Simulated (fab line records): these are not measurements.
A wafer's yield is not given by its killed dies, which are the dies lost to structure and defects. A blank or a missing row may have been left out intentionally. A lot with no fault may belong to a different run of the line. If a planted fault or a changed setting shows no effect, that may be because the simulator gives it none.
Which of the tools did it?    flow sfq_line    13 lots with 39 wafers sampled at 7 steps, on a route of 325 steps

## WHAT THE GAUGES SHOWED, per wafer
SFQ_L0_RS_MEAS_901: measurement is done with a four-point probe. Usual: for L0_MONX_KI_RS the level is 43.5 ohm/sq and the standard deviation is 0.4.
lot   measured     on             L0_MONX_KI_RS (ohm/sq)         flag
L900  day 1 12:35  film_metro-01  43.1 43.6 43.4                 
L901  day 1 17:36  film_metro-01  43.6 43.2 43.2                 
L902  day 1 22:36  film_metro-03  44.6 44.2 44.5                 
L903  day 2 03:34  film_metro-03  43.4 43.4 43.6                 
L904  day 2 08:54  film_metro-03  43.6 43.2 43.7                 
L905  day 2 13:34  film_metro-03  43.5 43.1 43.5                 
L906  day 2 18:35  film_metro-01  44.2 43.9 43.6                 
L911  day 3 19:35  film_metro-02  44.2 44.2 44.0                 
L913  day 4 05:34  film_metro-02  31.4 31.4 31.3 31.4 31.4 31.3  OFF
L915  day 4 15:49  film_metro-01  43.6 43.8 44.1                 
L916  day 4 20:43  film_metro-03  31.1 31.2 31.1 31.1 31.3 31.3  OFF
L917  day 5 01:36  film_metro-02  43.7 43.3 44.0                 
L918  day 5 06:34  film_metro-03  43.2 43.1 43.0                 

SFQ_L0_THK_MEAS_902: measures by xrf. Usual: for L0_MONX_KI_THK the level is 39.7 nm and the standard deviation is 0.38.
lot   measured     on             L0_MONX_KI_THK (nm)            flag
L900  day 1 12:41  film_metro-01  40.1 40.0 40.0                 
L901  day 1 17:42  film_metro-01  39.9 39.9 40.2                 
L902  day 1 22:42  film_metro-03  38.8 39.3 39.0                 
L903  day 2 03:41  film_metro-03  39.8 39.9 39.6                 
L904  day 2 09:01  film_metro-03  39.7 40.1 39.3                 
L905  day 2 13:41  film_metro-03  39.8 40.0 39.8                 
L906  day 2 18:41  film_metro-01  39.1 38.9 39.4                 
L911  day 3 19:41  film_metro-02  39.4 39.0 39.2                 
L913  day 4 08:41  film_metro-02  55.3 55.0 54.8 54.9 54.9 55.0  OFF
L915  day 4 15:55  film_metro-01  39.7 39.4 39.8                 
L916  day 5 02:42  film_metro-01  55.3 55.3 55.1 55.2 55.2 55.1  OFF
L917  day 5 01:42  film_metro-02  39.5 39.9 39.0                 
L918  day 5 06:41  film_metro-03  40.2 39.8 40.2                 

SFQ_M4_RS_MEAS_924: measurement is done with a four-point probe. Usual: for M4_NB_RS the level is 0.891 ohm/sq and the standard deviation is 0.0079.
lot   measured      on             M4_NB_RS (ohm/sq)  flag
L900  day 27 18:42  film_metro-01  0.900 0.905 0.890  
L901  day 28 06:26  film_metro-04  0.896 0.893 0.895  
L902  day 28 17:02  film_metro-02  0.883 0.884 0.890  
L903  day 34 04:01  film_metro-02  0.889 0.887 0.879  
L904  day 34 13:59  film_metro-02  0.909 0.899 0.909  
L905  day 35 02:13  film_metro-01  0.897 0.889 0.888  
L906  day 35 17:55  film_metro-02  0.882 0.893 0.890  
L911  day 38 17:59  film_metro-04  0.893 0.884 0.888  
L913  day 39 01:10  film_metro-04  0.879 0.878 0.875  
L915  day 39 14:25  film_metro-02  0.899 0.904 0.904  
L916  day 40 03:11  film_metro-04  0.884 0.900 0.895  
L917  day 40 09:53  film_metro-02  0.891 0.884 0.881  
L918  day 40 21:22  film_metro-02  0.895 0.886 0.893  

## EACH LOT AND THE TOOL THAT RAN IT (in order: tool; ch and the chambers of the sampled wafers; start)
lot   SFQ_TRILAYER_L0_DEP_SPUTTER_003  SFQ_TRILAYER_L0_ETCH_METAL_ETCH_008  SFQ_TRILAYER_M1_STRIP_STRIP_043    SFQ_TRILAYER_I3_CMP_CMP_082
L900  pvd_sputter-06, day 1 12:29      rie_metal-01 ch 0,1, day 2 13:17     rie_metal-04 ch 0,1, day 17 04:25  cmp-02 ch 1,2,3, day 27 10:30
L901  pvd_sputter-03, day 1 17:29      rie_metal-03 ch 0, day 2 16:58       rie_metal-01 ch 0,1, day 17 15:25  cmp-01 ch 1,2,3, day 27 20:54
L902  pvd_sputter-03, day 1 22:29      rie_metal-04 ch 0,1, day 2 22:53     rie_metal-01 ch 0,1, day 18 01:01  cmp-02 ch 0,1,3, day 28 07:00
L903  pvd_sputter-05, day 2 03:29      rie_metal-01 ch 0,1, day 3 06:05     rie_metal-03 ch 0,1, day 18 06:49  cmp-02 ch 0,2,3, day 33 19:04
L904  pvd_sputter-03, day 2 08:29      rie_metal-01 ch 0,1, day 3 10:53     rie_metal-03 ch 0,1, day 18 18:49  cmp-02 ch 0,1,3, day 34 02:34
L905  pvd_sputter-05, day 2 13:29      rie_metal-03 ch 0,1, day 3 14:29     rie_metal-04 ch 0,1, day 19 08:01  cmp-02 ch 0,3, day 34 15:58
L906  pvd_sputter-05, day 2 18:29      rie_metal-03 ch 0,1, day 3 22:27     rie_metal-03 ch 0,1, day 20 03:13  cmp-01 ch 0,1,3, day 35 10:25
L911  pvd_sputter-03, day 3 19:29      rie_metal-01 ch 0,1, day 5 00:57     rie_metal-01 ch 0,1, day 23 07:50  cmp-01 ch 0,1,3, day 38 05:35
L913  pvd_sputter-06, day 4 05:29      rie_metal-01 ch 0,1, day 5 09:21     rie_metal-01 ch 0,1, day 23 18:38  cmp-01 ch 0,1,2, day 38 14:35
L915  pvd_sputter-03, day 4 15:29      rie_metal-01 ch 0, day 5 18:57       rie_metal-04 ch 1, day 24 09:16    cmp-02 ch 1,2,3, day 39 04:01
L916  pvd_sputter-06, day 4 20:35      rie_metal-03 ch 0,1, day 5 23:46     rie_metal-01 ch 0,1, day 24 16:16  cmp-02 ch 0,1, day 39 13:31
L917  pvd_sputter-05, day 5 01:29      rie_metal-04 ch 0,1, day 6 04:34     rie_metal-03 ch 0,1, day 25 01:50  cmp-01 ch 0,1,2, day 40 03:12
L918  pvd_sputter-03, day 5 06:29      rie_metal-01 ch 0,1, day 6 08:09     rie_metal-01 ch 0,1, day 25 13:38  cmp-02 ch 0,1,2, day 40 13:01
- SFQ_TRILAYER_L0_DEP_SPUTTER_003: material MoNx KI, target thk 40 nm, time 100 s.
- SFQ_TRILAYER_L0_ETCH_METAL_ETCH_008: etches MoNx KI in SF6/O2, stops on SiO2, target depth 50 nm, time 25 s.
- SFQ_TRILAYER_M1_STRIP_STRIP_043: strips in O2.
- SFQ_TRILAYER_I3_CMP_CMP_082: polishes SiO2.

## WHAT THE TOOLS THEMSELVES READ (means of the sampled wafers that have a number; where no wafer has one, the mark that the record gives instead)
SFQ_TRILAYER_L0_DEP_SPUTTER_003. Usual: cathode_dc_power_W 799.99 W, standard deviation 0.14; throttle_valve_pct 29.7 %, standard deviation 0.86.
lot   tool            cathode_dc_power_W (W)  throttle_valve_pct (%)  flag
L900  pvd_sputter-06  799.88                  28.9                    
L901  pvd_sputter-03  799.93                  29.7                    
L902  pvd_sputter-03  799.96                  30.3                    
L903  pvd_sputter-05  800.01                  30.1                    
L904  pvd_sputter-03  800.05                  29.7                    
L905  pvd_sputter-05  799.93                  29.7                    
L906  pvd_sputter-05  800.05                  30.0                    
L911  pvd_sputter-03  799.93                  29.3                    
L913  pvd_sputter-06  799.94                  29.3                    
L915  pvd_sputter-03  799.90                  30.3                    
L916  pvd_sputter-06  799.92                  30.5                    
L917  pvd_sputter-05  800.00                  29.5                    
L918  pvd_sputter-03  800.02                  29.8                    

SFQ_TRILAYER_L0_ETCH_METAL_ETCH_008. Usual: drypump_motor_current_A 5.3 A, standard deviation 0.36; oes_product_au 0.874 a.u., standard deviation 0.0061.
lot   tool          drypump_motor_current_A (A)  oes_product_au (a.u.)  flag
L900  rie_metal-01  5.5                          0.874                  
L901  rie_metal-03  4.8                          0.873                  
L902  rie_metal-04  5.3                          0.867                  
L903  rie_metal-01  5.3                          0.871                  
L904  rie_metal-01  5.5                          0.868                  
L905  rie_metal-03  5.4                          0.877                  
L906  rie_metal-03  5.4                          0.874                  
L911  rie_metal-01  5.5                          0.866                  
L913  rie_metal-01  5.3                          0.998                  OFF
L915  rie_metal-01  5.2                          0.869                  
L916  rie_metal-03  5.4                          1.012                  OFF
L917  rie_metal-04  5.3                          0.870                  
L918  rie_metal-01  5.5                          0.875                  

SFQ_TRILAYER_M1_STRIP_STRIP_043. Usual: drypump_motor_current_A 5.3 A, standard deviation 0.34; oes_product_au 1.005 a.u., standard deviation 0.0068.
lot   tool          drypump_motor_current_A (A)  oes_product_au (a.u.)  flag
L900  rie_metal-04  5.3                          1.002                  
L901  rie_metal-01  5.4                          1.004                  
L902  rie_metal-01  5.5                          1.008                  
L903  rie_metal-03  5.1                          1.013                  
L904  rie_metal-03  5.4                          1.014                  
L905  rie_metal-04  5.2                          0.998                  
L906  rie_metal-03  5.1                          1.008                  
L911  rie_metal-01  5.5                          1.002                  
L913  rie_metal-01  5.3                          1.002                  
L915  rie_metal-04  5.5                          1.006                  
L916  rie_metal-01  5.5                          1.008                  
L917  rie_metal-03  5.5                          1.001                  
L918  rie_metal-01  5.3                          0.994                  

SFQ_TRILAYER_I3_CMP_CMP_082. Usual: head_pressure_psi 3.000 psi, standard deviation 0.0069; motor_current_A 9.3 A, standard deviation 0.65; retaining_ring_pressure_frac 1.000, standard deviation 0.0052; slurry_flow_ml_min 150.1, standard deviation 0.48; time_to_endpoint_s 217 s, standard deviation 6.5.
lot   tool    head_pressure_psi (psi)  motor_current_A (A)  retaining_ring_pressure_frac  slurry_flow_ml_min  time_to_endpoint_s (s)  flag
L900  cmp-02  2.999                    8.7                  1.001                         150.0               208                     
L901  cmp-01  3.003                    10.0                 1.004                         150.2               218                     
L902  cmp-02  3.001                    9.2                  1.003                         150.2               222                     
L903  cmp-02  2.996                    8.8                  1.002                         149.7               213                     
L904  cmp-02  2.999                    9.0                  0.998                         149.8               217                     
L905  cmp-02  2.996                    8.8                  1.001                         150.6               224                     
L906  cmp-01  3.000                    9.7                  1.002                         150.5               217                     
L911  cmp-01  3.002                    9.3                  0.998                         150.2               218                     
L913  cmp-01  3.001                    9.7                  1.003                         149.7               215                     
L915  cmp-02  3.005                    9.1                  1.000                         149.6               220                     
L916  cmp-02  2.999                    9.3                  0.992                         150.2               218                     
L917  cmp-01  2.999                    9.5                  1.002                         150.2               212                     
L918  cmp-02  3.000                    9.1                  0.998                         149.8               215                     

## THE ANSWER, worked out from the rows above alone
Rule: a lot counts as off when the mean over its wafers that have a number is more than 3 standard deviations away from the usual mean. A lot without any number at a reading at which 4 lots or more have one is off too. Where the step has rows for the other lots, those lots are counted as sound. The gauges are gone through in route order, then the tools' own readings, and for those a lot's mean is taken as printed above. At the first step where some lot is off, the reading lying furthest off is the one used; lots without a number count as furthest.
Off: L913, L916, at SFQ_L0_RS_MEAS_901 (L0_MONX_KI_RS).
A tool fits if, at a process step before that reading, it ran every lot that is off, and no sound lot after the first of them. The gauges at SFQ_L0_RS_MEAS_901 aren't tried: what is off there is off at SFQ_TRILAYER_L0_ETCH_METAL_ETCH_008 too, on other tools, and a gauge's error can't cause that. One fits: pvd_sputter-06 at SFQ_TRILAYER_L0_DEP_SPUTTER_003. A fault onset in the window from L900 (day 1 12:29, its last sound lot) to L913 (day 4 05:29, its first lot off) fits.

## WHAT HAD BEEN PUT IN BY THE SIMULATOR
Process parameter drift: pvd_sputter-06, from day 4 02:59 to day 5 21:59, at SFQ_TRILAYER_L0_DEP_SPUTTER_003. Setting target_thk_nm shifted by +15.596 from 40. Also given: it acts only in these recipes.
Shown lots that were struck: L913, L916. The rule above found the same.
